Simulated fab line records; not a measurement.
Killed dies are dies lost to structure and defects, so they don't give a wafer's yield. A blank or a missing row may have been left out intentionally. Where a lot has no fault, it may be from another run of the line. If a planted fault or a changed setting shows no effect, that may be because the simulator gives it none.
Which tool did it? | flow gf180mcu | 42 wafers from 14 lots sampled at 3 of the route's 602 steps

## WHAT THE GAUGES READ, wafer by wafer
GF_M4_OVL_MEAS_15. Usual: for M4_OVL the level is -1 nm and the standard deviation is 6.1.
lot  | measured     | on         | M4_OVL (nm) | flag
L710 | day 23 11:03 | overlay-01 | 3 -2 -7     |
L711 | day 23 18:04 | overlay-02 | -8 -10 -11  |
L712 | day 24 01:19 | overlay-02 | 1 2 4       |
L713 | day 24 12:04 | overlay-01 | 3 -4 0      |
L715 | day 25 05:36 | overlay-02 | 2 5 2       |
L716 | day 25 14:24 | overlay-01 | -3 -9 -7    |
L717 | day 25 20:10 | overlay-02 | 6 11 10     |
L718 | day 26 05:04 | overlay-01 | 3 -1 2      |
L719 | day 26 12:00 | overlay-01 | 2 -3 -1     |
L723 | day 27 20:40 | overlay-02 | 2 -1 3      |
L724 | day 28 02:07 | overlay-01 | -5 -6 1     |
L728 | day 29 06:19 | overlay-01 | -2 -6 -7    |
L731 | day 29 23:37 | overlay-01 | 6 8 9       |
L733 | day 30 17:30 | overlay-02 | -1 -2 3     |

GF_V4_THK_MEAS_25: measures by xrf. Usual: for V4_W_THK the level is 342 nm and the standard deviation is 4.2.
lot  | measured     | on            | V4_W_THK (nm) | flag
L710 | day 24 11:45 | film-metro-04 | 341 337 342   |
L711 | day 24 18:26 | film-metro-01 | 346 352 345   |
L712 | day 25 02:20 | film-metro-04 | 341 339 339   |
L713 | day 25 12:13 | film-metro-04 | 340 340 341   |
L715 | day 26 05:18 | film-metro-02 | 346 344 344   |
L716 | day 26 13:23 | film-metro-04 | 336 338 338   |
L717 | day 26 18:47 | film-metro-02 | 342 342 342   |
L718 | day 27 04:08 | film-metro-01 | 333 333 336   |
L719 | day 27 10:44 | film-metro-04 | 344 347 346   |
L723 | day 28 19:11 | film-metro-04 | 343 344 347   |
L724 | day 28 23:42 | film-metro-04 | 343 336 340   |
L728 | day 30 03:30 | film-metro-04 | 340 336 341   |
L731 | day 30 20:30 | film-metro-04 | 341 346 344   |
L733 | day 31 13:19 | film-metro-02 | 348 346 346   |

## WHAT TOOL EACH LOT RAN ON (gives the tool, then ch and the chambers of the sampled wafers, and finally the start)
lot  | GF_V4_CMP_04
L710 | cmp-02 ch 0,1,2, day 23 12:03
L711 | cmp-01 ch 0,1,3, day 23 19:08
L712 | cmp-01 ch 0,2,3, day 24 02:24
L713 | cmp-01 ch 0,2,3, day 24 13:18
L715 | cmp-02 ch 0,3, day 25 06:41
L716 | cmp-01 ch 0,1,2, day 25 15:24
L717 | cmp-01 ch 0,1,3, day 25 21:11
L718 | cmp-02 ch 1,2,3, day 26 06:03
L719 | cmp-01 ch 0,2,3, day 26 13:02
L723 | cmp-02 ch 0,1,3, day 27 22:07
L724 | cmp-01 ch 0,1,3, day 28 03:14
L728 | cmp-02 ch 0,2, day 29 07:19
L731 | cmp-02 ch 0,3, day 30 00:34
L733 | cmp-02 ch 0,1,2, day 30 18:32
- GF_V4_CMP_04: polishes SiO2.

## AS READ BY THE TOOLS THEMSELVES (means over the sampled wafers that have a number; for cases with no such wafer, the mark the record gives instead)
GF_V4_CMP_04. Usual: head-pressure-psi 3.999 psi, standard deviation 0.009; motor-current-A 12.5 A, standard deviation 1.1; time-to-endpoint-s 82 s, standard deviation 4.8.
lot  | tool   | head-pressure-psi (psi) | motor-current-A (A) | time-to-endpoint-s (s) | flag
L710 | cmp-02 | 3.996                   | 12.4                | 75                     |
L711 | cmp-01 | 4.000                   | 11.8                | 79                     |
L712 | cmp-01 | 3.998                   | 13.0                | 83                     |
L713 | cmp-01 | 3.994                   | 12.8                | 80                     |
L715 | cmp-02 | 4.011                   | 12.1                | 82                     |
L716 | cmp-01 | 4.000                   | 12.6                | 77                     |
L717 | cmp-01 | 3.995                   | 11.5                | 81                     |
L718 | cmp-02 | 4.001                   | 12.6                | 81                     |
L719 | cmp-01 | 3.995                   | 12.7                | 84                     |
L723 | cmp-02 | 3.994                   | 12.1                | 78                     |
L724 | cmp-01 | 3.996                   | 11.5                | 89                     |
L728 | cmp-02 | 3.998                   | 13.3                | 85                     |
L731 | cmp-02 | 3.995                   | 12.5                | 87                     |
L733 | cmp-02 | 3.996                   | 12.2                | 87                     |

## THE ANSWER, worked out from the rows above alone
Rule: lot off if the mean of its wafers having a number is beyond 3 standard deviations from the usual mean. A lot without any number at a reading at which 4 lots or more have one is off too. Where the step has rows for the other lots, those lots are counted as sound. After the gauges, taken in route order, come the tools' own readings; for these a lot's mean is taken, as printed above. At the first step where some lot is off, the reading lying furthest off is the one used; lots without a number count as furthest.
Across all readings shown, no lot is off: no conclusion can be drawn from this.

## WHAT THE SIMULATOR HAD PUT IN
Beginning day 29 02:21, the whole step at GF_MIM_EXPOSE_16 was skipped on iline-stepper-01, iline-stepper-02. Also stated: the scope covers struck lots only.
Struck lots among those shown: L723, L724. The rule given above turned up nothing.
